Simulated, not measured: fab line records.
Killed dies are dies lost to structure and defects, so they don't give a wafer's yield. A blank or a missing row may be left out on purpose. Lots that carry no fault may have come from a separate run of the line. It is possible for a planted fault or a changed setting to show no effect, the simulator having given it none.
A struck lot beside a sound one ; flow sky130 ; 26 out of 708 route steps
Sound: the wafers L495.2, L495.3, L495.4. Struck: wafer L507.1 (left out: L507.2, L507.3 of the same lot, which were not struck); the cause appears at the end.
Per side, at each step with rows, come the tool, then ch with its chambers, and then its first start. Under that, the readings that differ: sound wafers ; struck wafers ; difference of the means ; sigmas: that difference in standard deviations of wafers without a fault.
alike: a reading whose means differ by less than 2 such deviations, as well as words and numbers matching on both sides. not compared: withheld readings; readings where some wafer has no value; bounds like >300 that might hide an equal value; numbers whose values overlap and for which the record gives no deviation.
Wherever a step has rows on one side only, a row that says differs or no value, or a row with sigmas, the two part there. Non-overlapping numbers with no deviation appear without sigmas and do not part them. Lack of a reading on every wafer of one side parts them only where that side has two or more wafers.

first, 8 steps without rows for these wafers: SKY_FIELD_ISO_DEHYDRATE_05 (time 60 s); SKY_FIELD_ISO_HMDS_06 (prime time 60 s); SKY_FIELD_ISO_COAT_07 (resist thk 60 nm); SKY_FIELD_ISO_COAT_08 (resist thk 450 nm); SKY_FIELD_ISO_SOFTBAKE_09 (time 90 s); SKY_FIELD_ISO_EXPOSE_10 (exposes mask FOM, target cd 150 nm); SKY_FIELD_ISO_PEB_11; SKY_FIELD_ISO_DEVELOP_12 (develop time 60 s).
SKY_FIELD_ISO_CD_MEAS_13 targets a cd of 150 nm.
  sound on cd_sem-01, day 2 20:13; struck on cd_sem-02, day 5 12:10
  alike: cd_nm
SKY_FIELD_ISO_ETCH_14: etches BARC in N2/H2, stops on SiO2, time 45.9 s, target depth 60 nm.
  sound on rie_diel-04 ch 0,1,3, day 2 20:19; struck on rie_diel-04 ch 3, day 5 12:17
  alike: bias_w, drypump_motor_current_A, oes_product_au, run_length_s, throttle_valve_pct
  not compared: rf_hours_counter_h
SKY_FIELD_ISO_ETCH_15: etches the open film in CHF3/O2, stops on Si, target depth 180 nm, time 72 s.
  sound on rie_diel-04 ch 0,1,3, day 2 20:21; struck on rie_diel-04 ch 3, day 5 12:20
  alike: bias_w, drypump_motor_current_A, oes_product_au, run_length_s, throttle_valve_pct
  not compared: rf_hours_counter_h
SKY_FIELD_ISO_STRIP_16: strips in O2/N2.
  sound on plasma_asher-01 ch 0,1, day 2 20:25; struck on plasma_asher-02 ch 0, day 5 12:23
  alike: drypump_motor_current_A, oes_product_au, strip_time_to_endpoint_s
  not compared: rf_hours_counter_h
SKY_FIELD_ISO_ETCH_17: etches Si in HBr/Cl2/O2, target depth 342 nm, time 97.7 s.
  sound on rie_si-01 ch 1,2,3, day 2 20:31; struck on rie_si-01 ch 0, day 5 12:29
reading;sound;struck;difference;sigmas
rf_hours_counter_h (h);71 19 2;1;-30;
run_length_s (s);125.5 125.9 126.8;99.9;-26.2;-75
model.FIELD_ISO.feature_depth_nm (nm);345.1 333.3 338.4;248.7;-90.2;
model.etch.depth_nm (nm);345.1 333.3 338.4;248.7;-90.2;
model.Si3N4_of_FIELD_ISO_CVD_03.thk_nm (nm);146.2 146.7 145.7;154.5;+8.3;
  alike: drypump_motor_current_A, oes_product_au, throttle_valve_pct
  not compared: bias_w
then, 5 steps without rows for these wafers: SKY_FIELD_ISO_WET_ETCH_18 (etches Si3N4 in H3PO4, target depth 25 nm, time 286 s); SKY_FIELD_ISO_CLEAN_19 (cleans in SC1/SC2, time 150 s); SKY_FIELD_ISO_CLEAN_20 (cleans in dHF, time 20 s); SKY_FIELD_ISO_WET_ETCH_21 (etches SiO2 in dHF, target depth 20 nm, time 400 s); SKY_FIELD_ISO_OXIDATION_22 (stabilise 600 s, purge 300 s, target thk 10 nm).
SKY_FIELD_ISO_THK_MEAS_23:
  sound on film_metro-02, day 3 00:09; struck on film_metro-04, day 5 14:14
  alike: FIELD_ISO_OXIDATION_01_THK
then, 1 step without rows for these wafers: SKY_FIELD_ISO_CVD_24 (deposits SiO2, target thk 595 nm, time 99.2 s).
SKY_FIELD_ISO_THK_MEAS_25:
  sound on film_metro-01, day 3 00:17; struck on film_metro-01, day 5 14:22
  alike: FIELD_ISO_CVD_24_THK
then, 1 step without rows for these wafers: SKY_FIELD_ISO_ANNEAL_26 (time 1800 s).
SKY_FIELD_ISO_CMP_27: polishes, stops on Si3N4, t overpolish 16 s, target thk 457.8 nm.
  sound on cmp-02 ch 1,2,3, day 3 03:02; struck on cmp-02 ch 0, day 5 16:50
reading;sound;struck;difference;sigmas
time_to_endpoint_s (s);110 109 103;116;+9;+2
  alike: motor_current_A, overpolish_run_s, platen_rpm, slurry_filter_dp_kPa
SKY_FIELD_ISO_WET_ETCH_28: etches SiO2 in dHF, target depth 23.7 nm, time 47 s.
  sound on wet_bench-01 ch 2, day 3 03:20; struck on wet_bench-01 ch 2, day 5 17:08
reading;sound;struck;difference;sigmas
run_length_s (s);78.8 78.8 78.8;72.3;-6.5;-2
model.Si3N4_of_FIELD_ISO_CVD_03.thk_nm (nm);115.6 116 115;123;+7;
then, 1 step without rows for these wafers: SKY_FIELD_ISO_WET_ETCH_29 (etches Si3N4 in H3PO4, target depth 160 nm, time 1825 s).
-- record jumps: 44 days separate the struck wafers' starts on either side; left off in module FIELD_ISO, taken up again in module PAD_OPEN, whose first shown step is the route's number 708 --
SKY_PAD_OPEN_PROBE_99:
  sound on prober-01, day 46 13:26; struck on prober-01, day 49 11:02
reading;sound;struck;difference;sigmas
model.etest.res_p_drift_20v.line_ohm_um;1.129e+04 1.013e+04 1.038e+04;8228;-2372;
model.etest.res_p_drift_20v.rs_ohm_sq;9279 8653 8726;6935;-1951;
model.etest.pfet_16v.r_on_ohm_um;1.552e+04 1.496e+04 1.503e+04;1.326e+04;-1.910e+03;
model.etest.res_iso_pwell.rs_ohm_sq;2643 2475 2517;1959;-586;
model.etest.res_iso_pwell.line_ohm_um;1002 934.2 942.5;733.4;-226.2;
model.etest.res_nwell.line_ohm_um;1205 1123 1159;922.2;-240.1;
model.etest.res_nwell.rs_ohm_sq;996.2 951.6 955.4;763.9;-203.8;
model.etest.cap_poly_to_well.c_af_um2;93.88 93.28 94.62;117.2;+23.3;
  alike: killed_at_M0_to_M3, killed_at_M4_up, killed_at_contacts, killed_at_front_end, killed_at_other, killed_dies, killed_open, killed_short

## WHERE THEY PART
First at SKY_FIELD_ISO_ETCH_17; last, within this record, at SKY_FIELD_ISO_WET_ETCH_28. Later steps at which nothing parts them and some readings are alike: SKY_PAD_OPEN_PROBE_99.

WHY: the cause the simulator had injected
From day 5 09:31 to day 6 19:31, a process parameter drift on rie_si-01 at SKY_FIELD_ISO_ETCH_17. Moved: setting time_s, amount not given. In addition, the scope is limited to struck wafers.
